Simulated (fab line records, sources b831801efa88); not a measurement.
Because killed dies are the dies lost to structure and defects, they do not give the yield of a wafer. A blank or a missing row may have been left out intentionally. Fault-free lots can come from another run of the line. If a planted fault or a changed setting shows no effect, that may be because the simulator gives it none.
fab line records | flow sky130
record: lots: 24 wafers: 72 last_day: 50
route steps=708 shown FIELD_ISO@3 NWELL@68 LDD_N@253 METAL1@437 VIA2@508 CAPM@537
lots that met no fault: taken from a fault-free run of the same line
start_h: hours from the record's opening day to when the first of the lot's shown wafers began | wait_h: time in hours since the lot's previous step | " the same as in the row above | L1.1+2: one row covering several wafers at once | - value missing, or start not given | * or withheld: withheld | < > ~ a bound
route shown NAME@n: a module of which the file shows steps, and the number in the route of the first | usual: average and standard deviation across the fault-free wafers | same: alike in all rows | chamber/n: place in a boat | sites: each site's reading | _std_site: the values' standard deviation | _edge_site: inner sites' mean taken away from outer sites' mean | radius_mm: how far each site lies from the wafer's centre | mask NAME#n: copy n | behind: the most recent tool/chamber to have shaped the wafer | hold: why the lot went on hold/how many hours it stayed there/how the hold came to an end | device: the n, p or np transistor that did not switch | end of line: at the end of the route, the tests of the same wafers | a step with no rows: only its recipe | killed: dies that structure and defects cost at the first sort, which is not the same as the wafer's yield | map: the dies of a wafer, with x for killed, . for not killed, _ for no die there
set.NAME: the setting as run; set.NAME@STEP: as run at that earlier step | model.NAME: the simulator's own value behind a step, which no gauge read
a sample of lots followed through the steps of the route, with each step as a table and each wafer as a row
services: from which hour (start_h, from the record's first day; less than 0 if before it) a tool's chamber was out of use, for how many hours, and why
== steps ==
step: SKY_FIELD_ISO_THK_MEAS_02
recipe: reads: SiO2_of_FIELD_ISO_OXIDATION_01
usual: FIELD_ISO_OXIDATION_00_THK: 12.06/0.21
columns lot.wafer tool chamber start_h wait_h FIELD_ISO_OXIDATION_00_THK[nm]
L074.1 film_metro-01 - 11.63 0.0 11.88
L074.5 " - " " 12.02
L074.6 " - " " 11.93
L075.1 film_metro-01 - 16.95 0.0 12.14
L075.2 " - " " 12.03
L075.5 " - " " 12.12
L076.1 film_metro-01 - 21.63 0.0 11.73
L076.2 " - " " 11.81
L076.4 " - " " 11.86
L077.2 film_metro-01 - 26.64 0.0 12.28
L077.4 " - " " 12.14
L077.5 " - " " 12.12
L078.3 film_metro-03 - 31.97 0.0 12.04
L078.4 " - " " 12.28
L078.6 " - " " 12.15
L079.2 film_metro-02 - 36.64 0.0 12.00
L079.4 " - " " 11.80
L079.5 " - " " 11.99
L080.3 film_metro-03 - 42.80 0.0 12.43
L080.5 " - " " 12.61
L080.6 " - " " 12.49
L081.2 film_metro-01 - 46.81 0.0 11.80
L081.5 " - " " 12.10
L081.6 " - " " 11.97
L082.3 film_metro-03 - 51.65 0.0 11.79
L082.4 " - " " 12.07
L082.5 " - " " 12.01
L083.4 film_metro-02 - 56.66 0.0 12.17
L083.5 " - " " 12.37
L083.6 " - " " 12.21
L084.3 film_metro-02 - 61.65 0.0 12.03
L084.5 " - " " 11.91
L084.6 " - " " 11.75
L085.1 film_metro-01 - 66.63 0.0 11.95
L085.3 " - " " 11.91
L085.5 " - " " 11.98
L086.2 film_metro-03 - 72.48 0.0 11.66
L086.3 " - " " 11.81
L086.6 " - " " 11.95
L087.2 film_metro-03 - 78.26 0.0 12.05
L087.5 " - " " 12.27
L087.6 " - " " 12.01
L088.1 film_metro-02 - 82.65 0.0 12.49
L088.2 " - " " 12.33
L088.5 " - " " 12.39
L089.2 film_metro-03 - 87.03 0.0 12.14
L089.3 " - " " 11.92
L089.5 " - " " 12.31
L090.3 film_metro-01 - 91.65 0.0 12.05
L090.4 " - " " 12.13
L090.6 " - " " 12.23
L091.1 film_metro-03 - 96.63 0.0 11.86
L091.3 " - " " 11.75
L091.4 " - " " 11.59
L092.2 film_metro-01 - 102.60 0.0 12.35
L092.3 " - " " 12.25
L092.6 " - " " 12.38
L093.1 film_metro-02 - 106.95 0.0 11.69
L093.2 " - " " 11.73
L093.3 " - " " 11.79
L094.2 film_metro-02 - 113.79 0.0 12.24
L094.4 " - " " 12.11
L094.6 " - " " 12.25
L095.2 film_metro-03 - 116.80 0.0 11.96
L095.3 " - " " 12.01
L095.5 " - " " 11.82
L096.2 film_metro-01 - 125.92 0.0 12.19
L096.3 " - " " 12.02
L096.5 " - " " 12.26
L097.2 film_metro-02 - 134.39 0.0 12.23
L097.5 " - " " 12.31
L097.6 " - " " 12.14
step: SKY_NWELL_TW_MEAS_15
usual: NWELL_TW: 1820/8.6
columns lot.wafer tool chamber start_h wait_h NWELL_TW
L074.1 film_metro-01 - 83.04 0.1 1831
L074.5 " - " " 1822
L074.6 " - " " 1844
L075.1 film_metro-02 - 89.05 0.1 1807
L075.2 " - " " 1804
L075.5 " - " " 1818
L076.1 film_metro-04 - 99.05 0.1 1834
L076.2 " - " " 1829
L076.4 " - " " 1819
L077.2 film_metro-04 - 99.76 0.1 1833
L077.4 " - " " 1843
L077.5 " - " " 1829
L078.3 film_metro-01 - 106.77 0.1 1833
L078.4 " - " " 1819
L078.6 " - " " 1822
L079.2 film_metro-01 - 115.46 0.1 1820
L079.4 " - " " 1825
L079.5 " - " " 1832
L080.3 film_metro-04 - 121.17 0.1 1827
L080.5 " - " " 1820
L080.6 " - " " 1824
L081.2 film_metro-01 - 124.51 0.1 1822
L081.5 " - " " 1829
L081.6 " - " " 1819
L082.3 film_metro-01 - 130.77 0.1 1813
L082.4 " - " " 1816
L082.5 " - " " 1828
L083.4 film_metro-04 - 138.93 0.1 1820
L083.5 " - " " 1814
L083.6 " - " " 1814
L084.3 film_metro-04 - 142.36 0.1 1814
L084.5 " - " " 1834
L084.6 " - " " 1812
L085.1 film_metro-01 - 145.65 0.1 1835
L085.3 " - " " 1826
L085.5 " - " " 1831
L086.2 film_metro-02 - 152.15 0.1 1820
L086.3 " - " " 1812
L086.6 " - " " 1816
L087.2 film_metro-04 - 164.96 0.1 1824
L087.5 " - " " 1822
L087.6 " - " " 1827
L088.1 film_metro-02 - 168.40 0.1 1810
L088.2 " - " " 1814
L088.5 " - " " 1812
L089.2 film_metro-04 - 174.21 0.1 1823
L089.3 " - " " 1823
L089.5 " - " " 1834
L090.3 film_metro-04 - 182.02 0.1 1825
L090.4 " - " " 1824
L090.6 " - " " 1827
L092.2 film_metro-04 - 199.46 0.1 1816
L092.3 " - " " 1812
L092.6 " - " " 1815
L091.1 film_metro-04 - 199.89 0.1 1816
L091.3 " - " " 1819
L091.4 " - " " 1814
L093.1 film_metro-02 - 200.60 0.1 1807
L093.2 " - " " 1819
L093.3 " - " " 1809
L095.2 film_metro-02 - 209.00 0.1 1816
L095.3 " - " " 1801
L095.5 " - " " 1810
L094.2 film_metro-04 - 209.51 0.1 1813
L094.4 " - " " 1815
L094.6 " - " " 1818
L096.2 film_metro-02 - 217.66 0.1 1816
L096.3 " - " " 1807
L096.5 " - " " 1808
L097.2 film_metro-02 - 224.46 0.1 1820
L097.5 " - " " 1824
L097.6 " - " " 1824
step: SKY_LDD_N_STRIP_16
recipe: chemistry: O2/N2 power_w: 1400 pressure_mtorr: 1500 platen_temp_c: withheld o2_flow_sccm: 3000 n2_flow_sccm: 300 overash_fraction: 0.5
usual: chamber_pressure_mTorr: 1499.8/1.4 drypump_motor_current_A: 5.49/0.18 oes_product_au: 0.407/0.0045 strip_time_to_endpoint_s: 4.319/0.015
columns lot.wafer tool chamber start_h wait_h chamber_pressure_mTorr drypump_motor_current_A oes_product_au rf_hours_counter_h strip_time_to_endpoint_s
L074.1 plasma_asher-02 0 397.55 0.1 1501.1 5.83 0.412 57 4.336
L074.5 " 0 " " 1496.9 5.82 0.409 - 4.335
L074.6 " 1 " " 1499.2 5.54 0.410 - 4.324
L075.1 plasma_asher-01 0 404.65 0.1 1499.9 5.27 0.403 71 4.332
L075.2 " 1 " " 1498.5 5.35 0.410 71 4.322
L075.5 " 1 " " 1499.2 5.32 0.411 - 4.315
L077.2 plasma_asher-04 1 423.35 0.1 1500.7 5.46 0.410 30 4.349
L077.4 " 0 " " 1499.2 5.54 0.407 - 4.362
L077.5 " 1 " " 1500.2 5.45 0.409 - 4.340
L076.1 plasma_asher-04 1 423.65 0.1 1502.0 5.39 0.398 30 4.319
L076.2 " 0 " " 1498.7 5.58 0.411 30 4.341
L076.4 " 1 " " 1499.3 5.41 0.409 - 4.325
L078.3 plasma_asher-04 1 430.98 0.1 1499.8 5.42 0.401 - 4.319
L078.4 " 0 " " 1498.5 5.57 0.402 - 4.302
L078.6 " 0 " " 1501.5 5.60 0.406 - 4.337
L079.2 plasma_asher-04 1 450.45 0.1 1498.1 5.42 0.404 33 4.313
L079.4 " 1 " " 1500.4 5.42 0.404 - 4.287
L079.5 " 0 " " 1498.3 5.59 0.398 - 4.284
L080.3 plasma_asher-01 1 452.28 0.1 1500.2 5.35 0.406 - 4.339
L080.5 " 1 " " 1501.9 5.34 0.415 - 4.320
L080.6 " 0 " " 1500.5 5.24 0.408 - 4.321
L081.2 plasma_asher-04 1 460.30 0.1 1500.8 5.41 0.407 34 4.312
L081.5 " 1 " " 1499.3 5.42 0.414 - 4.308
L081.6 " 0 " " 1500.4 5.61 0.406 - 4.332
L082.3 plasma_asher-04 0 468.43 0.1 1499.0 5.57 0.410 - 4.328
L082.4 " 1 " " 1502.3 5.44 0.402 - 4.352
L082.5 " 0 " " 1500.2 5.60 0.412 - 4.319
L083.4 plasma_asher-01 1 486.18 0.1 1500.0 5.33 0.416 - 4.310
L083.5 " 1 " " 1500.6 5.31 0.406 - 4.317
L083.6 " 0 " " 1497.5 5.24 0.411 - 4.318
L084.3 plasma_asher-02 1 488.42 0.1 1499.1 5.55 0.413 - 4.313
L084.5 " 0 " " 1501.3 5.84 0.418 - 4.337
L084.6 " 1 " " 1501.0 5.56 0.409 - 4.310
L085.1 plasma_asher-04 1 493.69 0.1 1500.8 5.41 0.406 38 4.311
L085.3 " 1 " " 1496.4 5.40 0.405 - 4.314
L085.5 " 1 " " 1502.5 5.41 0.401 - 4.300
L086.2 plasma_asher-02 0 511.29 0.1 1496.6 5.83 0.404 68 4.297
L086.3 " 1 " " 1497.9 5.53 0.407 - 4.289
L086.6 " 0 " " 1498.4 5.83 0.404 - 4.311
L087.2 plasma_asher-04 0 521.00 0.1 1497.4 5.63 0.405 40 4.317
L087.5 " 1 " " 1499.4 5.44 0.412 - 4.324
L087.6 " 0 " " 1498.4 5.61 0.408 - 4.312
L088.1 plasma_asher-02 0 528.60 0.1 1502.9 5.86 0.407 70 4.309
L088.2 " 1 " " 1502.2 5.54 0.412 70 4.309
L088.5 " 0 " " 1497.6 5.88 0.407 - 4.310
L089.2 plasma_asher-02 1 580.50 0.1 1501.5 5.54 0.404 75 4.320
L089.3 " 1 " " 1498.7 5.52 0.406 - 4.299
L089.5 " 0 " " 1500.7 5.86 0.412 - 4.305
L090.3 plasma_asher-04 0 581.78 0.1 1499.6 5.64 0.412 - 4.323
L090.4 " 1 " " 1500.7 5.42 0.409 - 4.323
L090.6 " 0 " " 1498.6 5.59 0.398 - 4.333
L092.2 plasma_asher-01 1 582.10 0.1 1498.2 5.37 0.404 15 4.295
L092.3 " 0 " " 1498.7 5.25 0.408 - 4.321
L092.6 " 1 " " 1501.9 5.33 0.401 - 4.312
L093.1 plasma_asher-04 0 582.40 0.1 1500.9 5.60 0.405 46 4.333
L093.2 " 1 " " 1499.4 5.41 0.410 46 4.325
L093.3 " 0 " " 1498.8 5.60 0.411 - 4.337
L091.1 plasma_asher-01 1 583.14 0.1 1501.4 5.33 0.400 15 4.303
L091.3 " 0 " " 1499.2 5.21 0.403 - 4.320
L091.4 " 1 " " 1499.7 5.35 0.395 - 4.321
L095.2 plasma_asher-04 0 588.49 0.1 1502.6 5.59 0.411 47 4.323
L095.3 " 1 " " 1499.7 5.42 0.411 - 4.352
L095.5 " 1 " " 1500.6 5.45 0.406 - 4.327
L094.2 plasma_asher-01 1 589.09 0.1 1499.8 5.36 0.405 16 4.314
L094.4 " 1 " " 1499.5 5.38 0.400 - 4.320
L094.6 " 0 " " 1498.9 5.25 0.408 - 4.319
L096.2 plasma_asher-01 1 592.14 0.1 1501.7 5.31 0.409 16 4.320
L096.3 " 0 " " 1497.9 5.22 0.405 - 4.291
L096.5 " 0 " " 1500.5 5.23 0.404 - 4.310
L097.2 plasma_asher-02 0 606.94 0.1 1502.5 5.83 0.412 78 4.330
L097.5 " 1 " " 1499.5 5.55 0.409 - 4.330
L097.6 " 0 " " 1500.6 5.84 0.410 - 4.330
step: SKY_METAL1_SPUTTER_03
recipe: material: Ti target_thk_nm: 5 power_w: 3000 time_s: 3.3 chamber_pressure_pa: 0.4
usual: throttle_valve_pct: 29.9/1.4
columns lot.wafer tool chamber start_h wait_h throttle_valve_pct
L074.1 pvd_sputter-01 - 730.79 0.0 28.9
L074.5 " - " " 29.7
L074.6 " - " " 29.6
L075.1 pvd_sputter-04 - 741.09 0.0 31.0
L075.2 " - " " 28.6
L075.5 " - " " 31.0
L076.1 pvd_sputter-04 - 752.72 0.0 31.1
L076.2 " - " " 28.3
L076.4 " - " " 28.5
L077.2 pvd_sputter-01 - 752.96 0.0 33.3
L077.4 " - " " 28.7
L077.5 " - " " 29.6
L078.3 pvd_sputter-03 - 761.45 0.0 31.3
L078.4 " - " " 29.7
L078.6 " - " " 31.3
L079.2 pvd_sputter-03 - 776.11 0.0 31.8
L079.4 " - " " 29.4
L079.5 " - " " 29.5
L080.3 pvd_sputter-04 - 778.85 0.0 30.9
L080.5 " - " " 28.6
L080.6 " - " " 31.1
L081.2 pvd_sputter-04 - 786.41 0.0 31.1
L081.5 " - " " 31.0
L081.6 " - " " 28.7
L082.3 pvd_sputter-03 - 790.21 0.0 29.4
L082.4 " - " " 31.5
L082.5 " - " " 29.7
L083.4 pvd_sputter-03 - 807.10 0.0 28.2
L083.5 " - " " 29.7
L083.6 " - " " 29.5
L084.3 pvd_sputter-01 - 811.52 0.0 29.7
L084.5 " - " " 28.6
L084.6 " - " " 33.1
L085.1 pvd_sputter-01 - 813.30 0.0 29.6
L085.3 " - " " 28.5
L085.5 " - " " 29.6
L086.2 pvd_sputter-04 - 830.75 0.0 31.3
L086.3 " - " " 28.6
L086.6 " - " " 31.1
L087.2 pvd_sputter-04 - 838.31 0.0 31.0
L087.5 " - " " 28.4
L087.6 " - " " 31.0
L088.1 pvd_sputter-01 - 844.75 0.0 33.0
L088.2 " - " " 29.7
L088.5 " - " " 29.9
L089.2 pvd_sputter-04 - 886.55 0.0 30.6
L089.3 " - " " 28.4
L089.5 " - " " 28.4
L090.3 pvd_sputter-03 - 888.33 0.0 28.0
L090.4 " - " " 29.8
L090.6 " - " " 31.6
L092.2 pvd_sputter-04 - 889.91 0.0 31.0
L092.3 " - " " 28.5
L092.6 " - " " 31.2
L093.1 pvd_sputter-01 - 892.45 0.0 29.6
L093.2 " - " " 28.8
L093.3 " - " " 29.8
L091.1 pvd_sputter-03 - 892.87 0.0 27.8
L091.3 " - " " 29.6
L091.4 " - " " 29.7
L095.2 pvd_sputter-03 - 893.85 0.0 28.1
L095.3 " - " " 29.7
L095.5 " - " " 29.7
L094.2 pvd_sputter-03 - 895.16 0.0 31.9
L094.4 " - " " 28.1
L094.6 " - " " 31.9
L096.2 pvd_sputter-04 - 896.69 0.0 30.8
L096.3 " - " " 28.5
L096.5 " - " " 30.8
L097.2 pvd_sputter-03 - 905.68 0.0 29.6
L097.5 " - " " 31.5
L097.6 " - " " 29.6
step: SKY_VIA2_THK_MEAS_01
recipe: reads: SiO2_of_VIA2_HDPCVD_00
usual: VIA2_HDPCVD_THK: 1180/15
columns lot.wafer tool chamber start_h wait_h VIA2_HDPCVD_THK[nm]
L074.1 film_metro-02 - 815.40 0.1 1189
L074.5 " - " " 1189
L074.6 " - " " 1160
L075.1 film_metro-02 - 824.75 0.1 1184
L075.2 " - " " 1214
L075.5 " - " " 1185
L076.1 film_metro-03 - 835.57 0.1 1190
L076.2 " - " " 1207
L076.4 " - " " 1205
L077.2 film_metro-02 - 836.82 0.1 1212
L077.4 " - " " 1211
L077.5 " - " " 1179
L078.3 film_metro-02 - 846.18 0.1 1180
L078.4 " - " " 1164
L078.6 " - " " 1160
L079.2 film_metro-02 - 859.65 0.1 1163
L079.4 " - " " 1162
L079.5 " - " " 1157
L080.3 film_metro-01 - 861.64 0.1 1166
L080.5 " - " " 1162
L080.6 " - " " 1182
L081.2 film_metro-03 - 869.47 0.1 1199
L081.5 " - " " 1191
L081.6 " - " " 1176
L082.3 film_metro-03 - 872.84 0.1 1169
L082.4 " - " " 1177
L082.5 " - " " 1200
L083.4 film_metro-03 - 888.09 0.0 1180
L083.5 " - " " 1159
L083.6 " - " " 1174
L084.3 film_metro-01 - 892.86 0.1 1218
L084.5 " - " " 1224
L084.6 " - " " 1198
L085.1 film_metro-02 - 893.77 0.1 1147
L085.3 " - " " 1167
L085.5 " - " " 1140
L086.2 film_metro-01 - 907.00 0.1 1193
L086.3 " - " " 1174
L086.6 " - " " 1168
L087.2 film_metro-01 - 917.48 0.1 1186
L087.5 " - " " 1176
L087.6 " - " " 1171
L088.1 film_metro-03 - 921.32 0.1 1196
L088.2 " - " " 1162
L088.5 " - " " 1167
L089.2 film_metro-01 - 960.97 0.1 1181
L089.3 " - " " 1157
L089.5 " - " " 1169
L090.3 film_metro-01 - 965.49 0.1 1181
L090.4 " - " " 1171
L090.6 " - " " 1196
L092.2 film_metro-03 - 967.52 0.1 1168
L092.3 " - " " 1168
L092.6 " - " " 1182
L093.1 film_metro-02 - 969.61 0.1 1183
L093.2 " - " " 1177
L093.3 " - " " 1166
L091.1 film_metro-03 - 969.67 0.1 1170
L091.3 " - " " 1171
L091.4 " - " " 1173
L095.2 film_metro-02 - 970.76 0.1 1161
L095.3 " - " " 1178
L095.5 " - " " 1186
L094.2 film_metro-02 - 971.46 0.1 1200
L094.4 " - " " 1178
L094.6 " - " " 1204
L096.2 film_metro-03 - 974.12 0.1 1187
L096.3 " - " " 1186
L096.5 " - " " 1180
L097.2 film_metro-02 - 981.37 0.1 1186
L097.5 " - " " 1182
L097.6 " - " " 1166
step: SKY_CAPM_CVD_00
recipe: material: SiO2 target_thk_nm: 15.5 temp_c: 400 time_s: withheld rf_w: 450
usual: heater_power_w: 712/130
columns lot.wafer tool chamber start_h wait_h heater_power_w
L074.1 pecvd-02 0 843.28 0.0 924
L074.5 " 1 " " 566
L074.6 " 2 " " 713
L075.1 pecvd-04 1 853.08 0.0 759
L075.2 " 0 " " 717
L075.5 " 2 " " 698
L076.1 pecvd-04 2 863.89 0.0 676
L076.2 " 0 " " 660
L076.4 " 0 " " 681
L077.2 pecvd-02 1 865.49 0.0 466
L077.4 " 2 " " 656
L077.5 " 0 " " 932
L078.3 pecvd-04 0 874.01 0.0 692
L078.4 " 2 " " 658
L078.6 " 1 " " 802
L079.2 pecvd-03 0 885.57 0.0 670
L079.4 " 2 " " 561
L079.5 " 1 " " 865
L080.3 pecvd-02 0 887.94 0.0 992
L080.5 " 1 " " 518
L080.6 " 0 " " 1000
L081.2 pecvd-03 2 894.78 0.0 546
L081.5 " 2 " " 579
L081.6 " 1 " " 772
L082.3 pecvd-04 0 897.34 0.0 652
L082.4 " 1 " " 804
L082.5 " 2 " " 587
L083.4 pecvd-04 0 912.65 0.0 688
L083.5 " 0 " " 708
L083.6 " 1 " " 747
L084.3 pecvd-02 1 919.81 0.0 538
L084.5 " 2 " " 754
L084.6 " 0 " " 818
L085.1 pecvd-04 2 919.91 0.0 652
L085.3 " 0 " " 744
L085.5 " 1 " " 780
L086.2 pecvd-03 1 934.79 0.0 834
L086.3 " 0 " " 657
L086.6 " 0 " " 645
L087.2 pecvd-02 0 944.14 0.0 962
L087.5 " 2 " " 683
L087.6 " 1 " " 518
L088.1 pecvd-04 1 947.82 0.0 768
L088.2 " 0 " " 775
L088.5 " 2 " " 651
L089.2 pecvd-03 0 986.63 0.0 672
L089.3 " 2 " " 492
L089.5 " 0 " " 683
L090.3 pecvd-02 1 990.59 0.0 558
L090.4 " 0 " " 854
L090.6 " 1 " " 566
L092.2 pecvd-03 0 992.79 0.0 588
L092.3 " 1 " " 927
L092.6 " 0 " " 578
L093.1 pecvd-04 2 994.89 0.0 599
L093.2 " 0 " " 680
L093.3 " 1 " " 795
L091.1 pecvd-03 0 995.09 0.0 590
L091.3 " 1 " " 816
L091.4 " 0 " " 590
L095.2 pecvd-02 0 996.83 0.0 1013
L095.3 " 2 " " 773
L095.5 " 0 " " 994
L094.2 pecvd-04 0 997.23 0.0 768
L094.4 " 2 " " 638
L094.6 " 1 " " 748
L096.2 pecvd-02 2 999.60 0.0 755
L096.3 " 1 " " 477
L096.5 " 1 " " 463
L097.2 pecvd-03 2 1006.34 0.0 562
L097.5 " 0 " " 662
L097.6 " 1 " " 942
== services ==
columns tool chamber start_h hours kind
pecvd-04 - 376.18 1.2 repair
pecvd-04 - 412.99 0.3 repair
pecvd-04 0 432.80 7.1 repair
pecvd-04 - 444.92 2.8 pm
pvd_sputter-03 - 491.90 9.3 repair
plasma_asher-04 - 523.65 2.8 pm
pvd_sputter-03 - 534.27 0.6 repair
pecvd-02 - 538.71 5.5 pm
pecvd-02 - 586.44 0.6 repair
pecvd-04 - 640.43 5.7 repair
pecvd-04 1 648.14 5.4 repair
pvd_sputter-03 - 654.77 5.3 repair
pvd_sputter-03 - 658.82 3.7 repair
pvd_sputter-03 - 708.11 2.1 repair
pvd_sputter-03 - 712.38 2.8 repair
plasma_asher-04 - 717.00 14.6 pm
pecvd-02 - 720.19 2.8 pm
pvd_sputter-03 - 771.12 3.3 repair
pecvd-02 2 805.69 12.2 repair
pecvd-04 - 806.78 38.6 repair
plasma_asher-04 - 859.55 1.1 repair
pvd_sputter-03 - 873.25 0.6 repair
pecvd-04 2 902.53 10.6 repair
pecvd-04 - 947.88 0.9 repair
== key ==
fault none
